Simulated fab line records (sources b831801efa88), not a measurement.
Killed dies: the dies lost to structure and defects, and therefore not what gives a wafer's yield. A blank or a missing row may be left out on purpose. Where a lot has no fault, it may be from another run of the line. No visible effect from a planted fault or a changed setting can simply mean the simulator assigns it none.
The tool behind it: which one?    flow sky130    14 lots with 42 wafers sampled at 5 steps, on a route of 708 steps

== WHAT EACH GAUGE READ, for each wafer ==
SKY_PWDE_OVL_MEAS_07.
lot   measured      on          PWDE_OVL (nm)
L517  day 3 22:17   overlay-02  0.3 -0.9 -0.2
L518  day 4 04:13   overlay-02  1.0 -0.3 0.3
L520  day 4 17:17   overlay-01  2.2 1.5 1.1
L522  day 5 01:23   overlay-01  -0.6 -2.1 -0.8
L524  day 5 11:44   overlay-02  -0.5 -0.2 1.1
L525  day 5 16:19   overlay-02  0.1 0.4 -0.7
L527  day 6 00:23   overlay-02  0.3 1.9 2.2
L528  day 6 02:41   overlay-01  1.3 2.7 2.2
L531  day 9 14:52   overlay-02  0.3 1.5 0.6
L534  day 10 02:17  overlay-01  0.0 0.5 1.1
L535  day 10 03:00  overlay-01  1.1 1.2 1.2
L537  day 10 03:13  overlay-02  1.1 0.0 0.1
L533  day 10 03:34  overlay-01  0.3 0.0 -0.8
L539  day 10 06:28  overlay-01  -1.0 -0.8 2.0

SKY_VT_ADJUST_NCORE_CD_MEAS_07: target cd 380 nm.
lot   measured      on        cdNm (nm)
L517  day 9 13:31   cdSem-01  376.1 378.3 376.5
L518  day 9 17:04   cdSem-01  381.3 380.6 381.4
L520  day 10 02:53  cdSem-01  374.6 374.5 377.7
L522  day 10 07:14  cdSem-01  382.0 378.1 377.1
L524  day 10 08:05  cdSem-01  377.9 376.9 377.0
L525  day 10 08:18  cdSem-01  376.8 378.0 378.0
L527  day 10 10:36  cdSem-01  378.4 376.2 376.0
L528  day 10 11:05  cdSem-01  379.7 381.4 383.6
L531  day 15 23:34  cdSem-01  377.4 378.0 381.5
L534  day 16 12:10  cdSem-01  379.5 378.4 382.2
L535  day 16 13:31  cdSem-01  381.8 255.5 253.7
L537  day 16 13:43  cdSem-01  383.1 383.5 380.6
L533  day 16 14:53  cdSem-01  385.2 384.6 258.0
L539  day 16 19:00  cdSem-01  378.1 379.9 379.1

SKY_VT_ADJUST_HVTR_TW_MEAS_11.
lot   measured      on            VT_ADJUST_HVTR_TW
L517  day 10 11:46  filmMetro-03  209.5 208.2 209.1
L518  day 10 15:48  filmMetro-02  212.9 213.5 213.4
L520  day 11 02:37  filmMetro-01  207.6 209.0 210.4
L522  day 11 07:36  filmMetro-02  213.9 215.0 213.3
L524  day 11 08:23  filmMetro-02  213.9 214.4 214.1
L525  day 11 08:33  filmMetro-03  210.1 211.1 210.6
L527  day 11 10:43  filmMetro-02  215.4 213.9 215.5
L528  day 11 11:40  filmMetro-02  214.6 214.9 214.7
L531  day 17 04:35  filmMetro-03  209.4 209.7 209.1
L534  day 17 18:58  filmMetro-03  210.1 208.7 210.7
L535  day 17 19:54  filmMetro-01  207.9 207.4 207.5
L537  day 17 20:01  filmMetro-01  207.6 207.7 208.2
L533  day 17 21:27  filmMetro-02  215.7 216.1 214.8
L539  day 18 02:27  filmMetro-03  209.7 209.4 208.7

SKY_VT_ADJUST_PCH_TW_MEAS_10.
lot   measured      on            VT_ADJUST_PCH_TW
L517  day 11 11:17  filmMetro-04  141.8 141.8 141.7
L518  day 11 16:09  filmMetro-04  141.8 143.1 142.1
L520  day 12 03:23  filmMetro-03  142.4 142.8 142.0
L522  day 12 08:50  filmMetro-04  142.3 141.9 141.6
L524  day 12 09:49  filmMetro-04  142.7 142.1 141.9
L525  day 12 10:13  filmMetro-04  142.4 142.8 142.2
L527  day 12 12:02  filmMetro-03  142.2 142.9 142.0
L528  day 12 13:29  filmMetro-04  142.6 141.8 142.2
L531  day 18 09:56  filmMetro-02  144.2 145.6 145.0
L534  day 19 02:07  filmMetro-02  145.2 144.5 145.2
L535  day 19 02:44  filmMetro-02  144.0 145.0 143.8
L537  day 19 02:48  filmMetro-04  142.7 142.3 143.1
L533  day 19 04:58  filmMetro-04  142.5 143.1 143.4
L539  day 19 10:01  filmMetro-03  141.7 141.4 141.1

== TOOL THAT RAN EACH LOT (tool first, then ch and the chambers of the sampled wafers, then the start) ==
lot   SKY_VT_ADJUST_NCORE_DEVELOP_06
L517  lithoTrack-04 ch 0, day 9 13:22
L518  lithoTrack-03 ch 0, day 9 16:55
L520  lithoTrack-03 ch 0, day 10 02:45
L522  lithoTrack-04 ch 0, day 10 07:01
L524  lithoTrack-04 ch 0, day 10 07:56
L525  lithoTrack-01 ch 0, day 10 08:09
L527  lithoTrack-01 ch 0, day 10 10:27
L528  lithoTrack-04 ch 0, day 10 10:56
L531  lithoTrack-01 ch 0, day 15 23:25
L534  lithoTrack-04 ch 0, day 16 12:01
L535  lithoTrack-04 ch 0, day 16 13:22
L537  lithoTrack-03 ch 0, day 16 13:34
L533  lithoTrack-04 ch 0, day 16 14:34
L539  lithoTrack-01 ch 0, day 16 18:51
- SKY_VT_ADJUST_NCORE_DEVELOP_06: develop time 60 s.

== WHAT THE TOOLS THEMSELVES READ (means of the sampled wafers that have a number; where no wafer has one, the mark that the record gives instead) ==
The record holds no such reading with a usual standard deviation.

== THE ANSWER, worked out from the rows above alone ==
Rule: usual is defined by the lots themselves. Put in order of their means at a reading, lots are off if they are a third of the lots or fewer, leave a main group of 4 or more, and stand apart from it by a gap of 3 or more times the standard deviation of the main group's means; of several such gaps the widest counts. If all means in a main group match to the digits the tables above print for the reading, that group is not used. A lot without any number at a reading at which 4 lots or more have one is off too. Any other lot the step has rows for is counted as sound. First the gauges in route order, then the tools' own readings, where a lot's mean is used as printed above. The first step at which some lot is off is used, and at that step the reading that is off furthest; a lot without a number counts as furthest.
Off at SKY_VT_ADJUST_NCORE_CD_MEAS_07 (cdNm): L535, L533. For the main group the mean is 378.9 nm and the standard deviation 2.
A tool fits if, at a process step before that reading, it ran every lot that is off, and no sound lot after the first of them. The gauges at SKY_VT_ADJUST_NCORE_CD_MEAS_07 are tried like those tools. One fits: lithoTrack-04 at SKY_VT_ADJUST_NCORE_DEVELOP_06. Its last sound lot is L534 (day 16 12:01), its first lot that is off L535 (day 16 13:22): a fault that began between those two fits.

== WHAT THE SIMULATOR PUT IN ==
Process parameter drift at SKY_VT_ADJUST_NCORE_DEVELOP_06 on lithoTrack-04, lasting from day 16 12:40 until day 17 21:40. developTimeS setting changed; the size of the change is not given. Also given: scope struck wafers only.
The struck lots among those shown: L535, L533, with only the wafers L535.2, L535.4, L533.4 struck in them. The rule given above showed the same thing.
